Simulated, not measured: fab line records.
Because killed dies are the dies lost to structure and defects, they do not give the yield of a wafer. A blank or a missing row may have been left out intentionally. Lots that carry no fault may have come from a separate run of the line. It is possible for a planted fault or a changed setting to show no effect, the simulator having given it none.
fab line records :: flow gf180mcu
record
  lots=9
  wafers=27
  last_day=33
route steps=602 shown M4@457 V4@487 MIM@511
lots that met no fault: taken from a fault-free run of the same line
start_h: hours from the record's first day to the start of the lot's first wafer shown :: wait_h: hours from the lot's prior step to this one :: " identical to the entry in the row above :: L1.1+2: several wafers, shown together as one row :: - no value, or no start given :: * or withheld: withheld :: < > ~ a bound
route shown NAME@n: names a module that has steps shown in the file, with the first one's number in the route :: usual: mean and standard deviation over wafers with no fault :: same: alike in all rows :: chamber/n: place in a boat :: sites: each site's reading :: _std_site: standard deviation of those values :: _edge_site: mean of outer sites minus mean of inner sites :: radius_mm: for every site, how far away it sits from the centre of the wafer :: mask NAME#n: copy n :: behind: the most recent tool/chamber to have shaped the wafer :: hold: the reason the lot was held/the length of the hold in hours/how it ended :: device: which transistor (n, p or np) failed to switch :: end of line: tests of these same wafers at the route's end :: where a step has no rows: the recipe by itself :: killed: dies lost to structure and defects at the first sort, not the wafer's yield :: map: per-die view of a wafer (x killed, . not killed, _ where there is no die)
set.NAME: the setting as run; set.NAME@STEP: as run at that earlier step :: model.NAME: the simulator's own value behind a step, which no gauge read
one table for each step of the route and one row for each wafer, over a sample of lots
services: the hour from which a tool's chamber was out of use, counted from the record's first day as start_h (under 0 if before that day), plus the number of hours and why
## steps
# step GF_M4_SPUTTER_01
# recipe
  material=TiN
  target_thk_nm=30
  power_w=6500
  time_s=25
  chamber_pressure_pa=0.4
# usual
  throttle_valve_pct=29.8/0.93
# same
  time_s=25
lot.wafer: L931.1
tool: pvd_sputter-02
chamber: -
start_h: 510.48
wait_h: 0.1
throttle_valve_pct: 31.0

lot.wafer: L931.2
tool: pvd_sputter-02
chamber: -
start_h: 510.48
wait_h: 0.1
throttle_valve_pct: 30.6

lot.wafer: L931.6
tool: pvd_sputter-02
chamber: -
start_h: 510.48
wait_h: 0.1
throttle_valve_pct: 30.9

lot.wafer: L932.4
tool: pvd_sputter-04
chamber: -
start_h: 518.41
wait_h: 0.1
throttle_valve_pct: 28.8

lot.wafer: L932.5
tool: pvd_sputter-04
chamber: -
start_h: 518.41
wait_h: 0.1
throttle_valve_pct: 30.3

lot.wafer: L932.6
tool: pvd_sputter-04
chamber: -
start_h: 518.41
wait_h: 0.1
throttle_valve_pct: 28.2

lot.wafer: L933.2
tool: pvd_sputter-01
chamber: -
start_h: 529.15
wait_h: 0.1
throttle_valve_pct: 28.8

lot.wafer: L933.3
tool: pvd_sputter-01
chamber: -
start_h: 529.15
wait_h: 0.1
throttle_valve_pct: 29.3

lot.wafer: L933.5
tool: pvd_sputter-01
chamber: -
start_h: 529.15
wait_h: 0.1
throttle_valve_pct: 29.1

lot.wafer: L934.2
tool: pvd_sputter-04
chamber: -
start_h: 536.12
wait_h: 0.1
throttle_valve_pct: 28.6

lot.wafer: L934.3
tool: pvd_sputter-04
chamber: -
start_h: 536.12
wait_h: 0.1
throttle_valve_pct: 29.4

lot.wafer: L934.6
tool: pvd_sputter-04
chamber: -
start_h: 536.12
wait_h: 0.1
throttle_valve_pct: 29.2

lot.wafer: L935.2
tool: pvd_sputter-01
chamber: -
start_h: 546.08
wait_h: 0.1
throttle_valve_pct: 29.1

lot.wafer: L935.3
tool: pvd_sputter-01
chamber: -
start_h: 546.08
wait_h: 0.1
throttle_valve_pct: 29.4

lot.wafer: L935.4
tool: pvd_sputter-01
chamber: -
start_h: 546.08
wait_h: 0.1
throttle_valve_pct: 29.1

lot.wafer: L936.2
tool: pvd_sputter-01
chamber: -
start_h: 554.66
wait_h: 0.1
throttle_valve_pct: 29.4

lot.wafer: L936.3
tool: pvd_sputter-01
chamber: -
start_h: 554.66
wait_h: 0.1
throttle_valve_pct: 29.8

lot.wafer: L936.6
tool: pvd_sputter-01
chamber: -
start_h: 554.66
wait_h: 0.1
throttle_valve_pct: 29.6

lot.wafer: L937.1
tool: pvd_sputter-01
chamber: -
start_h: 565.42
wait_h: 0.1
throttle_valve_pct: 28.9

lot.wafer: L937.2
tool: pvd_sputter-01
chamber: -
start_h: 565.42
wait_h: 0.1
throttle_valve_pct: 29.4

lot.wafer: L937.4
tool: pvd_sputter-01
chamber: -
start_h: 565.42
wait_h: 0.1
throttle_valve_pct: 29.3

lot.wafer: L943.2
tool: pvd_sputter-02
chamber: -
start_h: 613.83
wait_h: 0.1
throttle_valve_pct: 30.6

lot.wafer: L943.3
tool: pvd_sputter-02
chamber: -
start_h: 613.83
wait_h: 0.1
throttle_valve_pct: 32.0

lot.wafer: L943.6
tool: pvd_sputter-02
chamber: -
start_h: 613.83
wait_h: 0.1
throttle_valve_pct: 30.7

lot.wafer: L949.2
tool: pvd_sputter-04
chamber: -
start_h: 667.07
wait_h: 0.1
throttle_valve_pct: 30.0

lot.wafer: L949.3
tool: pvd_sputter-04
chamber: -
start_h: 667.07
wait_h: 0.1
throttle_valve_pct: 28.3

lot.wafer: L949.6
tool: pvd_sputter-04
chamber: -
start_h: 667.07
wait_h: 0.1
throttle_valve_pct: 29.2
# step GF_V4_EXPOSE_11
# recipe
  mask_id=Via4
  target_cd_nm=260
  na=0.68
  source_shape=conventional
  sigma_outer=0.6
  dose_mj=38
# usual
  reticle_temp_C=22.97/0.11
# same
  sigma_outer=0.6
lot.wafer: L931.1
tool: krf_scanner-02
chamber: 0
start_h: 546.47
wait_h: -
mask: Via4#0
reticle_temp_C: 22.86

lot.wafer: L931.2
tool: krf_scanner-02
chamber: 0
start_h: 546.47
wait_h: -
mask: Via4#0
reticle_temp_C: 23.08

lot.wafer: L931.6
tool: krf_scanner-02
chamber: 0
start_h: 546.47
wait_h: -
mask: Via4#0
reticle_temp_C: 22.85

lot.wafer: L932.4
tool: krf_scanner-02
chamber: 0
start_h: 553.72
wait_h: -
mask: Via4#0
reticle_temp_C: 22.92

lot.wafer: L932.5
tool: krf_scanner-02
chamber: 0
start_h: 553.72
wait_h: -
mask: Via4#0
reticle_temp_C: 22.86

lot.wafer: L932.6
tool: krf_scanner-02
chamber: 0
start_h: 553.72
wait_h: -
mask: Via4#0
reticle_temp_C: 22.97

lot.wafer: L933.2
tool: krf_scanner-01
chamber: 0
start_h: 563.97
wait_h: -
mask: Via4#0
reticle_temp_C: 22.83

lot.wafer: L933.3
tool: krf_scanner-01
chamber: 0
start_h: 563.97
wait_h: -
mask: Via4#0
reticle_temp_C: 22.93

lot.wafer: L933.5
tool: krf_scanner-01
chamber: 0
start_h: 563.97
wait_h: -
mask: Via4#0
reticle_temp_C: 22.82

lot.wafer: L934.2
tool: krf_scanner-02
chamber: 0
start_h: 570.69
wait_h: -
mask: Via4#0
reticle_temp_C: 22.87

lot.wafer: L934.3
tool: krf_scanner-02
chamber: 0
start_h: 570.69
wait_h: -
mask: Via4#0
reticle_temp_C: 23.01

lot.wafer: L934.6
tool: krf_scanner-02
chamber: 0
start_h: 570.69
wait_h: -
mask: Via4#0
reticle_temp_C: 23.07

lot.wafer: L935.2
tool: krf_scanner-01
chamber: 0
start_h: 580.57
wait_h: -
mask: Via4#0
reticle_temp_C: 23.08

lot.wafer: L935.3
tool: krf_scanner-01
chamber: 0
start_h: 580.57
wait_h: -
mask: Via4#0
reticle_temp_C: 22.99

lot.wafer: L935.4
tool: krf_scanner-01
chamber: 0
start_h: 580.57
wait_h: -
mask: Via4#0
reticle_temp_C: 22.81

lot.wafer: L936.2
tool: krf_scanner-02
chamber: 0
start_h: 589.04
wait_h: -
mask: Via4#0
reticle_temp_C: 23.05

lot.wafer: L936.3
tool: krf_scanner-02
chamber: 0
start_h: 589.04
wait_h: -
mask: Via4#0
reticle_temp_C: 22.97

lot.wafer: L936.6
tool: krf_scanner-02
chamber: 0
start_h: 589.04
wait_h: -
mask: Via4#0
reticle_temp_C: 22.91

lot.wafer: L937.1
tool: krf_scanner-01
chamber: 0
start_h: 599.19
wait_h: -
mask: Via4#0
reticle_temp_C: 22.88

lot.wafer: L937.2
tool: krf_scanner-01
chamber: 0
start_h: 599.19
wait_h: -
mask: Via4#0
reticle_temp_C: 22.84

lot.wafer: L937.4
tool: krf_scanner-01
chamber: 0
start_h: 599.19
wait_h: -
mask: Via4#0
reticle_temp_C: 22.81

lot.wafer: L943.2
tool: krf_scanner-02
chamber: 0
start_h: 645.68
wait_h: -
mask: Via4#0
reticle_temp_C: 22.94

lot.wafer: L943.3
tool: krf_scanner-02
chamber: 0
start_h: 645.68
wait_h: -
mask: Via4#0
reticle_temp_C: 23.06

lot.wafer: L943.6
tool: krf_scanner-02
chamber: 0
start_h: 645.68
wait_h: -
mask: Via4#0
reticle_temp_C: 23.02

lot.wafer: L949.2
tool: krf_scanner-01
chamber: 0
start_h: 696.95
wait_h: -
mask: Via4#0
reticle_temp_C: 23.05

lot.wafer: L949.3
tool: krf_scanner-01
chamber: 0
start_h: 696.95
wait_h: -
mask: Via4#0
reticle_temp_C: 22.73

lot.wafer: L949.6
tool: krf_scanner-01
chamber: 0
start_h: 696.95
wait_h: -
mask: Via4#0
reticle_temp_C: 22.89
# step GF_V4_CD_MEAS_14
# recipe
  target_cd_nm=260
# usual
  cd_nm=259.7/1.3
lot.wafer: L931.1
tool: cd_sem-02
chamber: -
start_h: 557.31
wait_h: 0.1
cd_nm: 259.9

lot.wafer: L931.2
tool: cd_sem-02
chamber: -
start_h: 557.31
wait_h: 0.1
cd_nm: 260.6

lot.wafer: L931.6
tool: cd_sem-02
chamber: -
start_h: 557.31
wait_h: 0.1
cd_nm: 260.1

lot.wafer: L932.4
tool: cd_sem-02
chamber: -
start_h: 564.23
wait_h: 0.1
cd_nm: 258.3

lot.wafer: L932.5
tool: cd_sem-02
chamber: -
start_h: 564.23
wait_h: 0.1
cd_nm: 259.3

lot.wafer: L932.6
tool: cd_sem-02
chamber: -
start_h: 564.23
wait_h: 0.1
cd_nm: 259.6

lot.wafer: L933.2
tool: cd_sem-02
chamber: -
start_h: 575.03
wait_h: 0.1
cd_nm: 259.1

lot.wafer: L933.3
tool: cd_sem-02
chamber: -
start_h: 575.03
wait_h: 0.1
cd_nm: 259.0

lot.wafer: L933.5
tool: cd_sem-02
chamber: -
start_h: 575.03
wait_h: 0.1
cd_nm: 259.9

lot.wafer: L934.2
tool: cd_sem-01
chamber: -
start_h: 581.66
wait_h: 0.1
cd_nm: 259.1

lot.wafer: L934.3
tool: cd_sem-01
chamber: -
start_h: 581.66
wait_h: 0.1
cd_nm: 259.0

lot.wafer: L934.6
tool: cd_sem-01
chamber: -
start_h: 581.66
wait_h: 0.1
cd_nm: 260.1

lot.wafer: L935.2
tool: cd_sem-01
chamber: -
start_h: 590.86
wait_h: 0.1
cd_nm: 258.1

lot.wafer: L935.3
tool: cd_sem-01
chamber: -
start_h: 590.86
wait_h: 0.1
cd_nm: 258.3

lot.wafer: L935.4
tool: cd_sem-01
chamber: -
start_h: 590.86
wait_h: 0.1
cd_nm: 260.9

lot.wafer: L936.2
tool: cd_sem-01
chamber: -
start_h: 599.91
wait_h: 0.1
cd_nm: 261.3

lot.wafer: L936.3
tool: cd_sem-01
chamber: -
start_h: 599.91
wait_h: 0.1
cd_nm: 261.3

lot.wafer: L936.6
tool: cd_sem-01
chamber: -
start_h: 599.91
wait_h: 0.1
cd_nm: 261.9

lot.wafer: L937.1
tool: cd_sem-02
chamber: -
start_h: 609.24
wait_h: 0.1
cd_nm: 257.9

lot.wafer: L937.2
tool: cd_sem-02
chamber: -
start_h: 609.24
wait_h: 0.1
cd_nm: 258.6

lot.wafer: L937.4
tool: cd_sem-02
chamber: -
start_h: 609.24
wait_h: 0.1
cd_nm: 259.8

lot.wafer: L943.2
tool: cd_sem-02
chamber: -
start_h: 654.73
wait_h: 0.1
cd_nm: 260.1

lot.wafer: L943.3
tool: cd_sem-02
chamber: -
start_h: 654.73
wait_h: 0.1
cd_nm: 268.5

lot.wafer: L943.6
tool: cd_sem-02
chamber: -
start_h: 654.73
wait_h: 0.1
cd_nm: 260.6

lot.wafer: L949.2
tool: cd_sem-01
chamber: -
start_h: 706.26
wait_h: 0.1
cd_nm: 257.9

lot.wafer: L949.3
tool: cd_sem-01
chamber: -
start_h: 706.26
wait_h: 0.1
cd_nm: 258.0

lot.wafer: L949.6
tool: cd_sem-01
chamber: -
start_h: 706.26
wait_h: 0.1
cd_nm: 259.9
# step GF_MIM_SPUTTER_08
# recipe
  material=AlCu
  target_thk_nm=200
  power_w=10600
  time_s=10.6
  chamber_pressure_pa=0.4
# usual
  throttle_valve_pct=29.7/1.2
# same
  time_s=10.6
lot.wafer: L931.1
tool: pvd_sputter-01
chamber: -
start_h: 559.18
wait_h: 0.0
throttle_valve_pct: 29.0

lot.wafer: L931.2
tool: pvd_sputter-01
chamber: -
start_h: 559.18
wait_h: 0.0
throttle_valve_pct: 28.9

lot.wafer: L931.6
tool: pvd_sputter-01
chamber: -
start_h: 559.18
wait_h: 0.0
throttle_valve_pct: 29.1

lot.wafer: L932.4
tool: pvd_sputter-02
chamber: -
start_h: 566.07
wait_h: 0.0
throttle_valve_pct: 32.0

lot.wafer: L932.5
tool: pvd_sputter-02
chamber: -
start_h: 566.07
wait_h: 0.0
throttle_valve_pct: 30.6

lot.wafer: L932.6
tool: pvd_sputter-02
chamber: -
start_h: 566.07
wait_h: 0.0
throttle_valve_pct: 30.9

lot.wafer: L933.2
tool: pvd_sputter-02
chamber: -
start_h: 576.88
wait_h: 0.0
throttle_valve_pct: 30.6

lot.wafer: L933.3
tool: pvd_sputter-02
chamber: -
start_h: 576.88
wait_h: 0.0
throttle_valve_pct: 30.5

lot.wafer: L933.5
tool: pvd_sputter-02
chamber: -
start_h: 576.88
wait_h: 0.0
throttle_valve_pct: 30.7

lot.wafer: L934.2
tool: pvd_sputter-03
chamber: -
start_h: 583.51
wait_h: 0.0
throttle_valve_pct: 30.4

lot.wafer: L934.3
tool: pvd_sputter-03
chamber: -
start_h: 583.51
wait_h: 0.0
throttle_valve_pct: 29.8

lot.wafer: L934.6
tool: pvd_sputter-03
chamber: -
start_h: 583.51
wait_h: 0.0
throttle_valve_pct: 28.7

lot.wafer: L935.2
tool: pvd_sputter-02
chamber: -
start_h: 592.71
wait_h: 0.0
throttle_valve_pct: 30.5

lot.wafer: L935.3
tool: pvd_sputter-02
chamber: -
start_h: 592.71
wait_h: 0.0
throttle_valve_pct: 30.6

lot.wafer: L935.4
tool: pvd_sputter-02
chamber: -
start_h: 592.71
wait_h: 0.0
throttle_valve_pct: 30.8

lot.wafer: L936.2
tool: pvd_sputter-03
chamber: -
start_h: 601.79
wait_h: 0.0
throttle_valve_pct: 30.3

lot.wafer: L936.3
tool: pvd_sputter-03
chamber: -
start_h: 601.79
wait_h: 0.0
throttle_valve_pct: 30.5

lot.wafer: L936.6
tool: pvd_sputter-03
chamber: -
start_h: 601.79
wait_h: 0.0
throttle_valve_pct: 27.7

lot.wafer: L937.1
tool: pvd_sputter-01
chamber: -
start_h: 611.14
wait_h: 0.0
throttle_valve_pct: 29.7

lot.wafer: L937.2
tool: pvd_sputter-01
chamber: -
start_h: 611.14
wait_h: 0.0
throttle_valve_pct: 29.3

lot.wafer: L937.4
tool: pvd_sputter-01
chamber: -
start_h: 611.14
wait_h: 0.0
throttle_valve_pct: 29.0

lot.wafer: L943.2
tool: pvd_sputter-02
chamber: -
start_h: 656.58
wait_h: 0.0
throttle_valve_pct: 30.8

lot.wafer: L943.3
tool: pvd_sputter-02
chamber: -
start_h: 656.58
wait_h: 0.0
throttle_valve_pct: 30.8

lot.wafer: L943.6
tool: pvd_sputter-02
chamber: -
start_h: 656.58
wait_h: 0.0
throttle_valve_pct: 31.9

lot.wafer: L949.2
tool: pvd_sputter-03
chamber: -
start_h: 708.12
wait_h: 0.0
throttle_valve_pct: 30.0

lot.wafer: L949.3
tool: pvd_sputter-03
chamber: -
start_h: 708.12
wait_h: 0.0
throttle_valve_pct: 30.1

lot.wafer: L949.6
tool: pvd_sputter-03
chamber: -
start_h: 708.12
wait_h: 0.0
throttle_valve_pct: 27.5
# step GF_MIM_THK_MEAS_11
# recipe
  thk_meas_gauge=xrf
  reads=AlCu_of_MIM_SPUTTER_08
# usual
  MIM_ALCU_THK=199.7/2.3
lot.wafer: L931.1
tool: film_metro-03
chamber: -
start_h: 559.36
wait_h: 0.1
MIM_ALCU_THK[nm]: 195.2

lot.wafer: L931.2
tool: film_metro-03
chamber: -
start_h: 559.36
wait_h: 0.1
MIM_ALCU_THK[nm]: 197.3

lot.wafer: L931.6
tool: film_metro-03
chamber: -
start_h: 559.36
wait_h: 0.1
MIM_ALCU_THK[nm]: 193.5

lot.wafer: L932.4
tool: film_metro-04
chamber: -
start_h: 566.28
wait_h: 0.1
MIM_ALCU_THK[nm]: 200.7

lot.wafer: L932.5
tool: film_metro-04
chamber: -
start_h: 566.28
wait_h: 0.1
MIM_ALCU_THK[nm]: 202.6

lot.wafer: L932.6
tool: film_metro-04
chamber: -
start_h: 566.28
wait_h: 0.1
MIM_ALCU_THK[nm]: 201.9

lot.wafer: L933.2
tool: film_metro-01
chamber: -
start_h: 577.06
wait_h: 0.1
MIM_ALCU_THK[nm]: 199.2

lot.wafer: L933.3
tool: film_metro-01
chamber: -
start_h: 577.06
wait_h: 0.1
MIM_ALCU_THK[nm]: 197.7

lot.wafer: L933.5
tool: film_metro-01
chamber: -
start_h: 577.06
wait_h: 0.1
MIM_ALCU_THK[nm]: 197.4

lot.wafer: L934.2
tool: film_metro-04
chamber: -
start_h: 583.70
wait_h: 0.1
MIM_ALCU_THK[nm]: 197.6

lot.wafer: L934.3
tool: film_metro-04
chamber: -
start_h: 583.70
wait_h: 0.1
MIM_ALCU_THK[nm]: 198.0

lot.wafer: L934.6
tool: film_metro-04
chamber: -
start_h: 583.70
wait_h: 0.1
MIM_ALCU_THK[nm]: 195.9

lot.wafer: L935.2
tool: film_metro-04
chamber: -
start_h: 592.90
wait_h: 0.1
MIM_ALCU_THK[nm]: 203.9

lot.wafer: L935.3
tool: film_metro-04
chamber: -
start_h: 592.90
wait_h: 0.1
MIM_ALCU_THK[nm]: 207.1

lot.wafer: L935.4
tool: film_metro-04
chamber: -
start_h: 592.90
wait_h: 0.1
MIM_ALCU_THK[nm]: 203.5

lot.wafer: L936.2
tool: film_metro-04
chamber: -
start_h: 601.98
wait_h: 0.1
MIM_ALCU_THK[nm]: 199.5

lot.wafer: L936.3
tool: film_metro-04
chamber: -
start_h: 601.98
wait_h: 0.1
MIM_ALCU_THK[nm]: 200.2

lot.wafer: L936.6
tool: film_metro-04
chamber: -
start_h: 601.98
wait_h: 0.1
MIM_ALCU_THK[nm]: 202.2

lot.wafer: L937.1
tool: film_metro-03
chamber: -
start_h: 611.32
wait_h: 0.1
MIM_ALCU_THK[nm]: 199.9

lot.wafer: L937.2
tool: film_metro-03
chamber: -
start_h: 611.32
wait_h: 0.1
MIM_ALCU_THK[nm]: 200.1

lot.wafer: L937.4
tool: film_metro-03
chamber: -
start_h: 611.32
wait_h: 0.1
MIM_ALCU_THK[nm]: 199.9

lot.wafer: L943.2
tool: film_metro-03
chamber: -
start_h: 656.76
wait_h: 0.1
MIM_ALCU_THK[nm]: 200.5

lot.wafer: L943.3
tool: film_metro-03
chamber: -
start_h: 656.76
wait_h: 0.1
MIM_ALCU_THK[nm]: 202.6

lot.wafer: L943.6
tool: film_metro-03
chamber: -
start_h: 656.76
wait_h: 0.1
MIM_ALCU_THK[nm]: 201.7

lot.wafer: L949.2
tool: film_metro-03
chamber: -
start_h: 708.31
wait_h: 0.1
MIM_ALCU_THK[nm]: 199.3

lot.wafer: L949.3
tool: film_metro-03
chamber: -
start_h: 708.31
wait_h: 0.1
MIM_ALCU_THK[nm]: 199.2

lot.wafer: L949.6
tool: film_metro-03
chamber: -
start_h: 708.31
wait_h: 0.1
MIM_ALCU_THK[nm]: 200.8
## services
tool: krf_scanner-01
chamber: -
start_h: 489.70
hours: 0.8
kind: pm

tool: krf_scanner-02
chamber: -
start_h: 493.14
hours: 1.0
kind: pm

tool: pvd_sputter-02
chamber: 0
start_h: 498.25
hours: -
kind: consumable_replace:kit

tool: pvd_sputter-02
chamber: 0
start_h: 498.25
hours: 18.0
kind: scheduled_down

tool: pvd_sputter-02
chamber: 0
start_h: 498.25
hours: 18.0
kind: vent_cycle

tool: krf_scanner-01
chamber: -
start_h: 525.09
hours: 1.3
kind: pm

tool: krf_scanner-01
chamber: -
start_h: 526.39
hours: 1.0
kind: pm

tool: pvd_sputter-03
chamber: -
start_h: 531.60
hours: 3.2
kind: repair

tool: pvd_sputter-02
chamber: -
start_h: 543.39
hours: 2.8
kind: repair

tool: pvd_sputter-02
chamber: -
start_h: 567.98
hours: 2.4
kind: repair

tool: krf_scanner-02
chamber: -
start_h: 584.66
hours: 4.0
kind: pm

tool: krf_scanner-02
chamber: -
start_h: 594.08
hours: 0.8
kind: pm

tool: pvd_sputter-04
chamber: -
start_h: 603.30
hours: 2.9
kind: repair

tool: pvd_sputter-01
chamber: 2
start_h: 616.71
hours: -
kind: consumable_replace:kit

tool: pvd_sputter-01
chamber: 2
start_h: 616.71
hours: 18.0
kind: scheduled_down

tool: pvd_sputter-01
chamber: 2
start_h: 616.71
hours: 18.0
kind: vent_cycle

tool: krf_scanner-01
chamber: -
start_h: 658.50
hours: 0.8
kind: pm

tool: krf_scanner-02
chamber: -
start_h: 661.74
hours: 1.3
kind: pm

tool: krf_scanner-02
chamber: -
start_h: 663.04
hours: 1.0
kind: pm

tool: pvd_sputter-04
chamber: -
start_h: 670.29
hours: 4.1
kind: repair

tool: krf_scanner-02
chamber: -
start_h: 684.53
hours: 0.2
kind: repair

tool: krf_scanner-01
chamber: -
start_h: 695.34
hours: 1.0
kind: pm

tool: krf_scanner-01
chamber: -
start_h: 700.99
hours: 1.3
kind: pm

tool: krf_scanner-01
chamber: -
start_h: 703.69
hours: 19.7
kind: repair
## key
first_sign
  step=GF_V4_CD_MEAS_14
  reading=cd_nm
  direction=up
  sigmas=7
  usual=259.7
  struck=268.5
effect none on later readings
met_at GF_V4_EXPOSE_11
struck_lots L943
struck_wafers L943.3
not_acting_at GF_M4_SPUTTER_01,GF_MIM_SPUTTER_08,GF_MIM_THK_MEAS_11
onset_between 589.04 645.68
fault
  kind=process_parameter_drift
  tool=krf_scanner-02
  chamber=-
  onset_h=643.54
  steps=GF_V4_EXPOSE_11
  channel=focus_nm
  offset=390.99
  shape=step
  end_h=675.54
  scope=struck_wafers_only
